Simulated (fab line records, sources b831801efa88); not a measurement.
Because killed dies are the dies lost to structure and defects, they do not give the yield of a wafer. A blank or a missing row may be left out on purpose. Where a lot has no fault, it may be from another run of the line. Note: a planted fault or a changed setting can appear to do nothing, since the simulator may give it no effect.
fab line records + flow gf180mcu
record:
- lots: 13
- wafers: 39
- last-day: 34
route steps=602 shown V4@500 MIM@504 V5@545
lots that met no fault: from a run of the same line without faults
start-h: the number of hours between the record's first day and the start of the first shown wafer of the lot + wait-h: hours from the lot's prior step to this one + " same as the row above + L1.1+2: one row covering several wafers at once + - either no value or no given start + * or withheld: withheld + < > ~ a bound
route shown NAME@n: names a module that has steps shown in the file, with the first one's number in the route + usual: mean/standard deviation taken from wafers without a fault + same: alike in all rows + chamber/n: place in a boat + sites: each site's reading + _std_site: the standard deviation of these + _edge_site: the outer-site mean with the inner-site mean subtracted + radius-mm: how far each site lies from the wafer's centre + mask NAME#n: copy n + behind: the tool/chamber that last shaped the wafer + hold: reason for holding the lot/hours on hold/outcome of the hold + device: the transistor (n, p or np) that didn't switch + end of line: tests of these same wafers at the route's end + for a step that has no rows: nothing shown but its recipe + killed: dies that structure and defects cost at the first sort, which is not the same as the wafer's yield + map: a wafer's dies, x killed, . not, _ none there
set.NAME: the setting as run; set.NAME@STEP: as run at that earlier step + model.NAME: the simulator's own value behind a step, which no gauge read
steps of the route over a sample of lots; a table a step, a row a wafer
services: the hour from which a tool's chamber was out of use, counted from the record's first day as start-h (under 0 if before that day), plus the number of hours and why
== steps ==
step: GF_V4_RS_MEAS_24
recipe:
- thk-meas-gauge: four-point-probe
- reads: W_of_V4_CVD_23+TiN_of_V4_SPUTTER_22+Ti_of_V4_SPUTTER_21
usual:
- V4_W_RS: 0.325/0.0038
| lot.wafer | tool          | chamber | start-h | wait-h | V4_W_RS[ohm/sq] |
|-----------|---------------|---------|---------|--------|-----------------|
| L258.1    | film-metro-01 | -       | 573.45  | 0.1    | 0.324           |
| L258.4    | "             | -       | "       | "      | 0.325           |
| L258.6    | "             | -       | "       | "      | 0.325           |
| L259.1    | film-metro-03 | -       | 592.06  | 0.1    | 0.326           |
| L259.5    | "             | -       | "       | "      | 0.332           |
| L259.6    | "             | -       | "       | "      | 0.325           |
| L260.1    | film-metro-03 | -       | 600.95  | 0.1    | 0.320           |
| L260.4    | "             | -       | "       | "      | 0.320           |
| L260.5    | "             | -       | "       | "      | 0.318           |
| L262.1    | film-metro-01 | -       | 615.63  | 0.1    | 0.328           |
| L262.4    | "             | -       | "       | "      | 0.326           |
| L262.5    | "             | -       | "       | "      | 0.321           |
| L261.2    | film-metro-04 | -       | 618.00  | 0.1    | 0.328           |
| L261.4    | "             | -       | "       | "      | 0.330           |
| L261.5    | "             | -       | "       | "      | 0.324           |
| L264.4    | film-metro-03 | -       | 626.71  | 0.1    | 0.324           |
| L264.5    | "             | -       | "       | "      | 0.323           |
| L264.6    | "             | -       | "       | "      | 0.324           |
| L263.1    | film-metro-03 | -       | 628.01  | 0.1    | 0.329           |
| L263.2    | "             | -       | "       | "      | 0.327           |
| L263.6    | "             | -       | "       | "      | 0.334           |
| L265.1    | film-metro-01 | -       | 635.28  | 0.1    | 0.329           |
| L265.5    | "             | -       | "       | "      | 0.328           |
| L265.6    | "             | -       | "       | "      | 0.327           |
| L267.2    | film-metro-03 | -       | 652.91  | 0.1    | 0.326           |
| L267.4    | "             | -       | "       | "      | 0.327           |
| L267.6    | "             | -       | "       | "      | 0.328           |
| L275.2    | film-metro-03 | -       | 703.92  | 0.1    | 0.329           |
| L275.4    | "             | -       | "       | "      | 0.331           |
| L275.5    | "             | -       | "       | "      | 0.328           |
| L277.1    | film-metro-04 | -       | 712.77  | 0.1    | 0.327           |
| L277.4    | "             | -       | "       | "      | 0.323           |
| L277.5    | "             | -       | "       | "      | 0.328           |
| L278.1    | film-metro-04 | -       | 720.30  | 0.1    | 0.324           |
| L278.4    | "             | -       | "       | "      | 0.325           |
| L278.5    | "             | -       | "       | "      | 0.324           |
| L279.1    | film-metro-01 | -       | 728.65  | 0.1    | 0.320           |
| L279.2    | "             | -       | "       | "      | 0.322           |
| L279.5    | "             | -       | "       | "      | 0.319           |
step: GF_MIM_SPUTTER_01
recipe:
- material: TiN
- target-thk-nm: 30
- power-w: 6500
- time-s: 25
- chamber-pressure-pa: 0.4
usual:
- throttle-valve-pct: 29.7/1.1
| lot.wafer | tool           | chamber | start-h | wait-h | throttle-valve-pct |
|-----------|----------------|---------|---------|--------|--------------------|
| L258.1    | pvd-sputter-02 | -       | 574.03  | 0.1    | 31.8               |
| L258.4    | "              | -       | "       | "      | 30.6               |
| L258.6    | "              | -       | "       | "      | 29.9               |
| L259.1    | pvd-sputter-01 | -       | 592.64  | 0.1    | 29.1               |
| L259.5    | "              | -       | "       | "      | 29.2               |
| L259.6    | "              | -       | "       | "      | 29.2               |
| L260.1    | pvd-sputter-01 | -       | 601.53  | 0.1    | 29.6               |
| L260.4    | "              | -       | "       | "      | 29.1               |
| L260.5    | "              | -       | "       | "      | 29.2               |
| L262.1    | pvd-sputter-02 | -       | 616.21  | 0.1    | 30.3               |
| L262.4    | "              | -       | "       | "      | 31.0               |
| L262.5    | "              | -       | "       | "      | 30.1               |
| L261.2    | pvd-sputter-02 | -       | 618.56  | 0.1    | 30.1               |
| L261.4    | "              | -       | "       | "      | 31.2               |
| L261.5    | "              | -       | "       | "      | 31.8               |
| L264.4    | pvd-sputter-01 | -       | 627.23  | 0.1    | 29.1               |
| L264.5    | "              | -       | "       | "      | 29.3               |
| L264.6    | "              | -       | "       | "      | 29.0               |
| L263.1    | pvd-sputter-02 | -       | 628.59  | 0.1    | 32.0               |
| L263.2    | "              | -       | "       | "      | 31.0               |
| L263.6    | "              | -       | "       | "      | 31.8               |
| L265.1    | pvd-sputter-02 | -       | 635.86  | 0.1    | 30.2               |
| L265.5    | "              | -       | "       | "      | 30.4               |
| L265.6    | "              | -       | "       | "      | 31.7               |
| L267.2    | pvd-sputter-01 | -       | 653.47  | 0.1    | 29.4               |
| L267.4    | "              | -       | "       | "      | 29.0               |
| L267.6    | "              | -       | "       | "      | 29.6               |
| L275.2    | pvd-sputter-01 | -       | 704.88  | 0.1    | 29.3               |
| L275.4    | "              | -       | "       | "      | 28.9               |
| L275.5    | "              | -       | "       | "      | 28.8               |
| L277.1    | pvd-sputter-01 | -       | 713.35  | 0.1    | 29.4               |
| L277.4    | "              | -       | "       | "      | 29.5               |
| L277.5    | "              | -       | "       | "      | 27.9               |
| L278.1    | pvd-sputter-04 | -       | 720.88  | 0.1    | 32.3               |
| L278.4    | "              | -       | "       | "      | 29.1               |
| L278.5    | "              | -       | "       | "      | 29.3               |
| L279.1    | pvd-sputter-01 | -       | 729.23  | 0.1    | 29.3               |
| L279.2    | "              | -       | "       | "      | 29.1               |
| L279.5    | "              | -       | "       | "      | 29.3               |
step: GF_V5_BOW_MEAS_05
recipe:
- mode: bow
usual:
- V5_BOW: 134/9.1
| lot.wafer | tool          | chamber | start-h | wait-h | V5_BOW[um] |
|-----------|---------------|---------|---------|--------|------------|
| L258.1    | film-metro-03 | -       | 616.41  | 0.2    | 125        |
| L258.4    | "             | -       | "       | "      | 129        |
| L258.6    | "             | -       | "       | "      | 122        |
| L259.1    | film-metro-03 | -       | 639.77  | 0.1    | 142        |
| L259.5    | "             | -       | "       | "      | 139        |
| L259.6    | "             | -       | "       | "      | 143        |
| L260.1    | film-metro-04 | -       | 642.33  | 0.2    | 115        |
| L260.4    | "             | -       | "       | "      | 126        |
| L260.5    | "             | -       | "       | "      | 132        |
| L262.1    | film-metro-03 | -       | 658.17  | 0.1    | 128        |
| L262.4    | "             | -       | "       | "      | 131        |
| L262.5    | "             | -       | "       | "      | 132        |
| L261.2    | film-metro-04 | -       | 661.30  | 0.1    | 128        |
| L261.4    | "             | -       | "       | "      | 135        |
| L261.5    | "             | -       | "       | "      | 129        |
| L264.4    | film-metro-04 | -       | 668.69  | 0.3    | 124        |
| L264.5    | "             | -       | "       | "      | 120        |
| L264.6    | "             | -       | "       | "      | 122        |
| L263.1    | film-metro-04 | -       | 669.96  | 0.1    | 121        |
| L263.2    | "             | -       | "       | "      | 124        |
| L263.6    | "             | -       | "       | "      | 140        |
| L265.1    | film-metro-02 | -       | 675.92  | 0.2    | 136        |
| L265.5    | "             | -       | "       | "      | 134        |
| L265.6    | "             | -       | "       | "      | 133        |
| L267.2    | film-metro-02 | -       | 692.74  | 0.2    | 132        |
| L267.4    | "             | -       | "       | "      | 131        |
| L267.6    | "             | -       | "       | "      | 132        |
| L275.2    | film-metro-02 | -       | 742.99  | 0.1    | 131        |
| L275.4    | "             | -       | "       | "      | 131        |
| L275.5    | "             | -       | "       | "      | 125        |
| L277.1    | film-metro-03 | -       | 749.06  | 0.1    | 155        |
| L277.4    | "             | -       | "       | "      | 143        |
| L277.5    | "             | -       | "       | "      | 127        |
| L278.1    | film-metro-02 | -       | 757.67  | 0.1    | 139        |
| L278.4    | "             | -       | "       | "      | 137        |
| L278.5    | "             | -       | "       | "      | 136        |
| L279.1    | film-metro-03 | -       | 765.00  | 0.2    | 138        |
| L279.2    | "             | -       | "       | "      | 140        |
| L279.5    | "             | -       | "       | "      | 134        |
step: GF_V5_EXPOSE_11
recipe:
- mask-id: Via5
- target-cd-nm: 260
- na: 0.68
- source-shape: conventional
- sigma-outer: 0.6
- dose-mj: 38
| lot.wafer  | tool           | chamber | start-h | wait-h | mask   |
|------------|----------------|---------|---------|--------|--------|
| L258.1+4+6 | krf-scanner-01 | 0       | 625.81  | -      | Via5#0 |
| L259.1+5+6 | krf-scanner-02 | 0       | 649.54  | -      | Via5#0 |
| L260.1+4+5 | krf-scanner-01 | 0       | 652.36  | -      | Via5#0 |
| L262.1+4+5 | krf-scanner-02 | 0       | 666.79  | -      | Via5#0 |
| L261.2+4+5 | krf-scanner-02 | 0       | 670.18  | -      | Via5#0 |
| L264.4+5+6 | krf-scanner-02 | 0       | 679.98  | -      | Via5#0 |
| L263.1+2+6 | krf-scanner-02 | 0       | 680.81  | -      | Via5#0 |
| L265.1+5+6 | krf-scanner-02 | 0       | 685.04  | -      | Via5#0 |
| L267.2+4+6 | krf-scanner-02 | 0       | 702.53  | -      | Via5#0 |
| L275.2+4+5 | krf-scanner-01 | 0       | 751.16  | -      | Via5#0 |
| L277.1+4+5 | krf-scanner-01 | 0       | 758.39  | -      | Via5#0 |
| L278.1+4+5 | krf-scanner-01 | 0       | 765.06  | -      | Via5#0 |
| L279.1+2+5 | krf-scanner-01 | 0       | 773.64  | -      | Via5#0 |
step: GF_V5_CD_MEAS_14
recipe:
- target-cd-nm: 260
usual:
- cd-nm: 259.6/1
| lot.wafer | tool      | chamber | start-h | wait-h | cd-nm |
|-----------|-----------|---------|---------|--------|-------|
| L258.1    | cd-sem-01 | -       | 637.29  | 0.1    | 260.4 |
| L258.4    | "         | -       | "       | "      | 259.3 |
| L258.6    | "         | -       | "       | "      | 259.6 |
| L259.1    | cd-sem-02 | -       | 660.02  | 0.1    | 259.8 |
| L259.5    | "         | -       | "       | "      | 259.9 |
| L259.6    | "         | -       | "       | "      | 259.8 |
| L260.1    | cd-sem-01 | -       | 661.89  | 0.1    | 260.0 |
| L260.4    | "         | -       | "       | "      | 260.0 |
| L260.5    | "         | -       | "       | "      | 259.3 |
| L262.1    | cd-sem-02 | -       | 676.91  | 0.1    | 258.4 |
| L262.4    | "         | -       | "       | "      | 258.4 |
| L262.5    | "         | -       | "       | "      | 257.9 |
| L261.2    | cd-sem-01 | -       | 680.59  | 0.1    | 258.8 |
| L261.4    | "         | -       | "       | "      | 257.9 |
| L261.5    | "         | -       | "       | "      | 257.9 |
| L264.4    | cd-sem-02 | -       | 687.63  | 0.1    | 258.9 |
| L264.5    | "         | -       | "       | "      | 259.9 |
| L264.6    | "         | -       | "       | "      | 259.2 |
| L263.1    | cd-sem-01 | -       | 688.56  | 0.1    | 258.9 |
| L263.2    | "         | -       | "       | "      | 258.8 |
| L263.6    | "         | -       | "       | "      | 260.0 |
| L265.1    | cd-sem-02 | -       | 694.31  | 0.1    | 259.7 |
| L265.5    | "         | -       | "       | "      | 258.5 |
| L265.6    | "         | -       | "       | "      | 258.7 |
| L267.2    | cd-sem-02 | -       | 710.81  | 0.1    | 259.0 |
| L267.4    | "         | -       | "       | "      | 263.7 |
| L267.6    | "         | -       | "       | "      | 265.3 |
| L275.2    | cd-sem-01 | -       | 759.53  | 0.1    | 259.0 |
| L275.4    | "         | -       | "       | "      | 259.4 |
| L275.5    | "         | -       | "       | "      | 258.8 |
| L277.1    | cd-sem-02 | -       | 765.17  | 0.1    | 260.6 |
| L277.4    | "         | -       | "       | "      | 260.0 |
| L277.5    | "         | -       | "       | "      | 261.2 |
| L278.1    | cd-sem-01 | -       | 773.41  | 0.1    | 259.6 |
| L278.4    | "         | -       | "       | "      | 260.7 |
| L278.5    | "         | -       | "       | "      | 262.4 |
| L279.1    | cd-sem-02 | -       | 780.17  | 0.1    | 258.8 |
| L279.2    | "         | -       | "       | "      | 260.3 |
| L279.5    | "         | -       | "       | "      | 260.2 |
== services ==
| tool           | chamber | start-h | hours | kind                   |
|----------------|---------|---------|-------|------------------------|
| krf-scanner-02 | 0       | 561.73  | -     | calibration            |
| krf-scanner-02 | -       | 564.54  | 1.0   | pm                     |
| pvd-sputter-04 | -       | 569.29  | 9.8   | repair                 |
| pvd-sputter-04 | -       | 575.54  | 103.3 | repair                 |
| pvd-sputter-04 | -       | 580.15  | 2.5   | repair                 |
| pvd-sputter-01 | -       | 581.00  | 3.0   | repair                 |
| krf-scanner-01 | -       | 655.22  | 1.0   | pm                     |
| pvd-sputter-01 | 0       | 658.64  | -     | consumable-replace:kit |
| pvd-sputter-01 | 0       | 658.64  | 18.0  | scheduled-down         |
| pvd-sputter-01 | 0       | 658.64  | 18.0  | vent-cycle             |
| krf-scanner-01 | -       | 663.60  | 50.3  | repair                 |
| krf-scanner-01 | -       | 712.26  | 0.6   | repair                 |
| krf-scanner-02 | -       | 713.87  | 3.6   | pm                     |
| krf-scanner-02 | -       | 717.43  | 4.0   | pm                     |
| pvd-sputter-02 | -       | 717.92  | 4.7   | repair                 |
| krf-scanner-02 | -       | 721.45  | 4.4   | pm                     |
| krf-scanner-01 | -       | 725.84  | 0.8   | pm                     |
| pvd-sputter-01 | 3       | 726.44  | -     | consumable-replace:kit |
| krf-scanner-02 | -       | 726.59  | 0.8   | pm                     |
| krf-scanner-02 | -       | 727.34  | 1.3   | pm                     |
| krf-scanner-01 | -       | 728.70  | 1.3   | pm                     |
| krf-scanner-02 | -       | 733.54  | 1.0   | pm                     |
| pvd-sputter-02 | -       | 734.97  | 8.1   | repair                 |
| krf-scanner-01 | -       | 735.16  | 6.6   | repair                 |
== key ==
first-sign:
- step: GF_V5_CD_MEAS_14
- reading: cd-nm
- direction: up
- sigmas: 3
- usual: 259.6
- struck: 262.7
effect none on later readings
met-at GF_V5_EXPOSE_11
struck-lots L267
not-acting-at GF_V4_RS_MEAS_24,GF_MIM_SPUTTER_01,GF_V5_BOW_MEAS_05
onset-between 685.04 702.53
fault:
- kind: process-parameter-drift
- tool: krf-scanner-02
- chamber: -
- onset-h: 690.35
- steps: GF_V5_EXPOSE_11
- channel: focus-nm
- offset: 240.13
- spread-by-wafer: 0.3
- shape: step
- end-h: 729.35
